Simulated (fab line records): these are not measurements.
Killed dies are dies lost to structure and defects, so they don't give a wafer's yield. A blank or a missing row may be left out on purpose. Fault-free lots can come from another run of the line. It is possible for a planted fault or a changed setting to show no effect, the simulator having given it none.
A struck lot beside a sound one :: flow sfqLine :: 15 steps out of a route of 325
Sound: these wafers, L697.1, L697.2, L697.3. Struck: wafer L703.5 (left out: L703.2, L703.3 of the same lot, which were not struck); the cause appears at the end.
Order at every step that has rows: each side's tool, ch and its chambers, its first start. Under that, the readings that differ: sound wafers :: struck wafers :: difference of the means :: sigmas: that difference in standard deviations of wafers without a fault.
alike: readings whose means differ by less than 2 such deviations, and words and numbers that are the same on both sides. not compared: withheld readings, readings that some wafer has no value for, bounds like >300 that may hide the same value, and numbers for which the record gives no deviation and whose values overlap.
The two part at a step that has a row with sigmas, a row that says differs or no value, or rows on one side only. When numbers do not overlap yet have no deviation, they are printed without sigmas and do not part them. A reading missing from all wafers of one side parts the sides only when that side holds two or more wafers.

SFQ_TRILAYER_L0_BARC_OPEN_METAL_ETCH_010: etches BARC in O2, target depth 125 nm, time 41.7 s.
  sound on rieMetal-04 ch 0,1, day 4 07:02; struck on rieMetal-04 ch 1, day 5 22:54
  alike: drypumpMotorCurrentA, oesProductAu
  not compared: rfHoursCounterH
SFQ_TRILAYER_L0_ETCH_METAL_ETCH_008: etches MoNx KI in SF6/O2, stops on SiO2, target depth 50 nm, time 25 s.
  sound on rieMetal-04 ch 0,1, day 4 07:05; struck on rieMetal-04 ch 1, day 5 22:58
  alike: drypumpMotorCurrentA, oesProductAu
  not compared: rfHoursCounterH
SFQ_TRILAYER_L0_STRIP_STRIP_009: strips in O2.
  sound on rieMetal-04 ch 0,1, day 4 07:08; struck on rieMetal-04 ch 1, day 5 23:00
reading: oesProductAu (a.u.)
sound: 1.002 0.982 0.998
struck: 1.011
difference: +0.017
sigmas: +2
  alike: drypumpMotorCurrentA
  not compared: rfHoursCounterH
then, 1 step without rows for these wafers: SFQ_TRILAYER_L0_STRIP_SOLV_CLEAN_010 (cleans in NMP, time 600 s).
SFQ_TRILAYER_L0_CAP_PECVD_011: deposits SiO2 from SiH4/N2O, time 13.333 s, target thk 60 nm.
  sound on pecvd-02 ch 0,1,2, day 4 07:55; struck on pecvd-03 ch 2, day 5 23:47
reading: heaterPowerW (W)
sound: 84 69 85
struck: 126
difference: +47
sigmas: +4
  alike: throttleValvePct
then, 6 steps without rows for these wafers: SFQ_TRILAYER_L0_VIA_LITHO_COAT_018 (resist thk 62 nm); SFQ_TRILAYER_L0_VIA_LITHO_COAT_013 (resist thk 650 nm); SFQ_TRILAYER_L0_VIA_LITHO_SOFTBAKE_017; SFQ_TRILAYER_L0_VIA_LITHO_EXPOSE_014 (exposes mask L0V, target cd 700 nm); SFQ_TRILAYER_L0_VIA_LITHO_PEB_016 (peb time 60 s); SFQ_TRILAYER_L0_VIA_LITHO_DEVELOP_015 (time 60 s).
-- the record jumps here: 4 days lie between the struck wafers' starts before and after --
SFQ_L0V_OVL_MEAS_903:
  sound: overlay-01 at day 7 14:25; struck: overlay-02 at day 9 22:30
  alike: L0V_OVL
SFQ_TRILAYER_L0_VIA_BARC_OPEN_VIA_ETCH_021: etches BARC in O2, target depth 125 nm, time 41.7 s.
  sound on rieDiel-04 ch 0,1,2, day 7 14:28; struck on rieDiel-04 ch 0, day 9 22:32
reading: model.KrF_of_TRILAYER_L0_VIA_LITHO_COAT_013.thkNm (nm)
sound: 576.8 577.2 572.6
struck: 588.3
difference: +12.8
sigmas: 
  alike: drypumpMotorCurrentA, oesProductAu
  not compared: rfHoursCounterH
SFQ_TRILAYER_L0_VIA_ETCH_VIA_ETCH_016: etches SiO2 in CHF3, stops on MoNx KI, target depth 80 nm.
  sound on rieDiel-04 ch 0,1,2, day 7 14:30; struck on rieDiel-04 ch 0, day 9 22:34
reading: model.KrF_of_TRILAYER_L0_VIA_LITHO_COAT_013.thkNm (nm)
sound: 563.1 563.7 558.5
struck: 574.4
difference: +12.6
sigmas: 
  alike: drypumpMotorCurrentA, oesProductAu
SFQ_TRILAYER_L0_VIA_STRIP_STRIP_017: strips in O2.
  sound on rieMetal-03 ch 0,1, day 7 14:33; struck on rieMetal-02 ch 1, day 9 22:37
  alike: drypumpMotorCurrentA, oesProductAu
  not compared: rfHoursCounterH

== WHERE THEY PART ==
First at SFQ_TRILAYER_L0_STRIP_STRIP_009; last, within this record, at SFQ_TRILAYER_L0_CAP_PECVD_011. Later steps at which nothing parts them and some readings are alike: SFQ_L0V_OVL_MEAS_903, SFQ_TRILAYER_L0_VIA_BARC_OPEN_VIA_ETCH_021, SFQ_TRILAYER_L0_VIA_ETCH_VIA_ETCH_016, SFQ_TRILAYER_L0_VIA_STRIP_STRIP_017.

WHY: what the simulator had put in
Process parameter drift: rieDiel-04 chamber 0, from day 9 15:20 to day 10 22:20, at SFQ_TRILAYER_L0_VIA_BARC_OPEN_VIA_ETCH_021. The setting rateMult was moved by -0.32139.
